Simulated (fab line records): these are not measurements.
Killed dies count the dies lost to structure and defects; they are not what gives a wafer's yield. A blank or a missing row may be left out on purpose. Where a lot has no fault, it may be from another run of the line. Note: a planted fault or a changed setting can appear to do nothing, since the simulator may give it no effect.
Which of the tools did it? | flow sky130 | 14 lots with 42 wafers sampled at 6 steps, on a route of 708 steps

## WHAT THE GAUGES READ, wafer by wafer
SKY_CAPM_OVL_MEAS_12.
lot  | measured     | on         | CAPM_OVL (nm)
L859 | day 36 22:44 | overlay-02 | -0.4 -0.7 2.0
L860 | day 37 02:47 | overlay-02 | 0.7 0.4 -0.6
L865 | day 40 07:39 | overlay-02 | -0.8 0.2 1.4
L867 | day 40 12:38 | overlay-01 | 2.2 0.3 1.5
L866 | day 40 17:27 | overlay-02 | -4.8 -0.9 -2.1
L869 | day 40 17:45 | overlay-01 | -0.7 1.0 -1.2
L872 | day 41 18:28 | overlay-01 | 0.9 0.9 -0.7
L871 | day 41 21:53 | overlay-01 | 1.2 1.0 2.0
L873 | day 42 16:09 | overlay-01 | 2.0 -0.1 -0.4
L874 | day 42 16:48 | overlay-02 | -0.3 0.4 0.9
L878 | day 43 09:29 | overlay-02 | 1.4 -1.1 0.2
L879 | day 43 10:57 | overlay-02 | 0.2 2.4 -0.8
L880 | day 43 23:58 | overlay-02 | -0.5 -1.8 -2.2
L882 | day 44 04:32 | overlay-02 | -1.9 -0.2 -0.7

SKY_METAL5_RS_MEAS_05: measurement is done with a four-point probe.
lot  | measured     | on            | METAL5_ALCU_RS (ohm/sq)
L859 | day 42 08:56 | film-metro-04 | 0.0272 0.0270 0.0271
L860 | day 42 12:34 | film-metro-03 | 0.0271 0.0271 0.0271
L865 | day 45 08:53 | film-metro-01 | 0.0265 0.0274 0.0266
L867 | day 45 17:25 | film-metro-03 | 0.0273 0.0270 0.0274
L866 | day 45 20:41 | film-metro-04 | 0.0213 0.0220 0.0219
L869 | day 45 22:00 | film-metro-01 | 0.0212 0.0216 0.0216
L872 | day 46 14:07 | film-metro-01 | 0.0270 0.0269 0.0272
L871 | day 46 16:26 | film-metro-03 | 0.0269 0.0270 0.0271
L873 | day 47 13:31 | film-metro-01 | 0.0266 0.0270 0.0269
L874 | day 47 13:55 | film-metro-04 | 0.0272 0.0276 0.0275
L878 | day 48 02:00 | film-metro-04 | 0.0267 0.0270 0.0267
L879 | day 48 04:03 | film-metro-01 | 0.0271 0.0267 0.0268
L880 | day 48 15:56 | film-metro-04 | 0.0276 0.0265 0.0275
L882 | day 48 20:04 | film-metro-01 | 0.0268 0.0268 0.0268

SKY_METAL5_THK_MEAS_06: measures by xrf.
lot  | measured     | on            | METAL5_ALCU_THK (nm)
L859 | day 42 09:04 | film-metro-04 | 1133 1140 1131
L860 | day 42 12:41 | film-metro-03 | 1143 1143 1143
L865 | day 45 09:01 | film-metro-01 | 1174 1135 1177
L867 | day 45 17:32 | film-metro-03 | 1138 1153 1135
L866 | day 45 20:47 | film-metro-04 | 1442 1410 1410
L869 | day 45 22:07 | film-metro-01 | 1456 1448 1439
L872 | day 46 14:14 | film-metro-01 | 1138 1145 1134
L871 | day 46 16:34 | film-metro-03 | 1157 1151 1148
L873 | day 47 13:37 | film-metro-01 | 1165 1142 1145
L874 | day 47 14:02 | film-metro-04 | 1142 1121 1122
L878 | day 48 02:07 | film-metro-04 | 1161 1150 1156
L879 | day 48 04:10 | film-metro-01 | 1144 1154 1158
L880 | day 48 16:02 | film-metro-04 | 1120 1175 1127
L882 | day 48 20:11 | film-metro-01 | 1159 1149 1151

## TOOL THAT RAN EACH LOT (tool first, then ch and the chambers of the sampled wafers, then the start)
lot  | SKY_VIA2_ETCH_15                   | SKY_METAL3_SPUTTER_03        | SKY_METAL5_SPUTTER_02
L859 | rie-diel-03 ch 1,2,3, day 35 19:26 | pvd-sputter-02, day 35 20:53 | pvd-sputter-02, day 42 08:50
L860 | rie-diel-02 ch 0,1,2, day 35 22:39 | pvd-sputter-02, day 36 00:06 | pvd-sputter-03, day 42 12:26
L865 | rie-diel-04 ch 0,1,2, day 39 06:13 | pvd-sputter-02, day 39 07:40 | pvd-sputter-03, day 45 08:46
L867 | rie-diel-04 ch 0,2,3, day 39 11:23 | pvd-sputter-01, day 39 12:56 | pvd-sputter-02, day 45 17:17
L866 | rie-diel-03 ch 1,2, day 39 14:21   | pvd-sputter-04, day 39 16:38 | pvd-sputter-03, day 45 20:32
L869 | rie-diel-03 ch 1,2, day 39 16:00   | pvd-sputter-01, day 39 17:41 | pvd-sputter-03, day 45 21:53
L872 | rie-diel-04 ch 0,1,2, day 40 16:58 | pvd-sputter-01, day 40 18:22 | pvd-sputter-02, day 46 13:59
L871 | rie-diel-03 ch 1,2,3, day 40 20:23 | pvd-sputter-01, day 40 21:48 | pvd-sputter-01, day 46 16:20
L873 | rie-diel-03 ch 0,2, day 41 16:19   | pvd-sputter-04, day 41 17:43 | pvd-sputter-02, day 47 13:22
L874 | rie-diel-02 ch 0,2,3, day 41 17:32 | pvd-sputter-04, day 41 18:57 | pvd-sputter-01, day 47 13:48
L878 | rie-diel-02 ch 0,2,3, day 42 10:02 | pvd-sputter-04, day 42 11:29 | pvd-sputter-01, day 48 01:52
L879 | rie-diel-02 ch 0,1,3, day 42 11:46 | pvd-sputter-04, day 42 13:10 | pvd-sputter-02, day 48 03:56
L880 | rie-diel-03 ch 0,1, day 42 23:50   | pvd-sputter-04, day 43 01:44 | pvd-sputter-03, day 48 15:47
L882 | rie-diel-02 ch 0,1,3, day 43 04:49 | pvd-sputter-01, day 43 06:26 | pvd-sputter-01, day 48 19:56
- SKY_VIA2_ETCH_15: etches SiO2 in C4F8/O2/Ar, stops on TiN, target depth 546 nm, time 84 s.
- SKY_METAL3_SPUTTER_03: material Ti, target thk 5 nm, time 3.3 s.
- SKY_METAL5_SPUTTER_02: material AlCu, target thk 1150 nm, time 61.2 s.

## WHAT THE TOOLS THEMSELVES READ (means of the sampled wafers that have a number; where no wafer has one, the mark that the record gives instead)
SKY_VIA2_ETCH_15.
lot  | tool        | oes-product-au (a.u.)
L859 | rie-diel-03 | 0.940
L860 | rie-diel-02 | 0.941
L865 | rie-diel-04 | 0.941
L867 | rie-diel-04 | 0.938
L866 | rie-diel-03 | 0.941
L869 | rie-diel-03 | 0.933
L872 | rie-diel-04 | 0.937
L871 | rie-diel-03 | 0.938
L873 | rie-diel-03 | 0.938
L874 | rie-diel-02 | 0.936
L878 | rie-diel-02 | 0.942
L879 | rie-diel-02 | 0.943
L880 | rie-diel-03 | 0.935
L882 | rie-diel-02 | 0.935

SKY_METAL3_SPUTTER_03.
lot  | tool           | throttle-valve-pct (%)
L859 | pvd-sputter-02 | 29.4
L860 | pvd-sputter-02 | 29.4
L865 | pvd-sputter-02 | 29.9
L867 | pvd-sputter-01 | 29.2
L866 | pvd-sputter-04 | 30.5
L869 | pvd-sputter-01 | 29.1
L872 | pvd-sputter-01 | 30.0
L871 | pvd-sputter-01 | 29.2
L873 | pvd-sputter-04 | 30.6
L874 | pvd-sputter-04 | 31.1
L878 | pvd-sputter-04 | 30.5
L879 | pvd-sputter-04 | 30.0
L880 | pvd-sputter-04 | 29.9
L882 | pvd-sputter-01 | 30.6

SKY_METAL5_SPUTTER_02.
lot  | tool           | throttle-valve-pct (%)
L859 | pvd-sputter-02 | 29.8
L860 | pvd-sputter-03 | 30.1
L865 | pvd-sputter-03 | 29.5
L867 | pvd-sputter-02 | 29.4
L866 | pvd-sputter-03 | 30.0
L869 | pvd-sputter-03 | 29.8
L872 | pvd-sputter-02 | 29.7
L871 | pvd-sputter-01 | 29.4
L873 | pvd-sputter-02 | 29.1
L874 | pvd-sputter-01 | 28.8
L878 | pvd-sputter-01 | 30.1
L879 | pvd-sputter-02 | 30.2
L880 | pvd-sputter-03 | 30.3
L882 | pvd-sputter-01 | 30.2

## THE ANSWER, worked out from the rows above alone
Rule: the usual values come from the lots themselves. Put in order of their means at a reading, lots are off if they are a third of the lots or fewer, leave a main group of 4 or more, and stand apart from it by a gap of 3 or more times the standard deviation of the main group's means; of several such gaps the widest counts. A main group whose means are all the same, to the digits that the tables above print for the reading, isn't used. A lot without any number at a reading at which 4 lots or more have one is off too. Where the step has rows for the other lots, those lots are counted as sound. After the gauges, taken in route order, come the tools' own readings; for these a lot's mean is taken, as printed above. The first step at which some lot is off is used, and at that step the reading that is off furthest; a lot without a number counts as furthest.
Off: L866, L869, seen at SKY_METAL5_RS_MEAS_05 (METAL5_ALCU_RS). The main group: mean 0.0270 ohm/sq, standard deviation 0.00019.
A tool fits if, at a process step before that reading, it ran every lot that is off, and no sound lot after the first of them. The gauges at SKY_METAL5_RS_MEAS_05 are tried like those tools. No candidate that was tried fits.

## WHAT HAD BEEN PUT IN BY THE SIMULATOR
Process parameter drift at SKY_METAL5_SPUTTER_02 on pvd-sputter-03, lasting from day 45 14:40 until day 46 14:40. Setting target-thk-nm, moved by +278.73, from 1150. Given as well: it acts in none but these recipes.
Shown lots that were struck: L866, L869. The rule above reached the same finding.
